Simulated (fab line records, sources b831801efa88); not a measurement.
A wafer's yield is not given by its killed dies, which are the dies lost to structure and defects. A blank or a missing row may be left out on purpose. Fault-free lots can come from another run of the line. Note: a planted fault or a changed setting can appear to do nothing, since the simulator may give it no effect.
Chamber matching | flow gf180mcu | GF_V5_ETCH_16 on rie-diel-04 has 4 sister chambers
The step etches BARC in N2/H2. 4 wafers are shown with their chamber, then 10 later ones without.

WAFERS PAIRED WITH THEIR CHAMBERS
wafer  | chamber | drypump-motor-current-A (A)
L082.2 | 1       | 5.6
L082.6 | 3       | 5.6
L090.1 | 0       | 4.9
L090.4 | 2       | 5.6

WAFERS WITHOUT THEIR CHAMBER
wafer  | drypump-motor-current-A (A)
L090.6 | 5.6
L092.1 | 5.6
L092.3 | 5.7
L092.4 | 5.6
L095.2 | 4.9
L095.3 | 5.7
L095.6 | 5.6
L096.1 | 5.6
L096.4 | 5.7
L096.6 | 4.9

THE CHAMBER EACH PASSED THROUGH
wafer  | from the rows above          | in truth
L090.6 | can't be placed: 1 or 2 or 3 | 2
L092.1 | can't be placed: 1 or 2 or 3 | 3
L092.3 | can't be placed: 1 or 2 or 3 | 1
L092.4 | can't be placed: 1 or 2 or 3 | 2
L095.2 | 0                            | 0
L095.3 | can't be placed: 1 or 2 or 3 | 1
L095.6 | can't be placed: 1 or 2 or 3 | 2
L096.1 | can't be placed: 1 or 2 or 3 | 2
L096.4 | can't be placed: 1 or 2 or 3 | 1
L096.6 | 0                            | 0
Correct placement for 2 of the 10. Not placeable from these rows: 8 (in 8, the candidates include the true chamber). Wrongly placed: 0.
How it was worked out, from the rows above alone: a wafer's distance from a chamber is the root of the sum, over the readings, of the square of ((its reading less the chamber's mean) divided by the reading's scatter). The wafer belongs to the nearest chamber; if the next one is less than 2 further off, it can't be placed. The mean given for a chamber averages the wafers shown for that chamber. The scatter (one wafer shown for each chamber): square how far every hidden wafer sits from the nearest shown wafer, average those squares and take the square root.
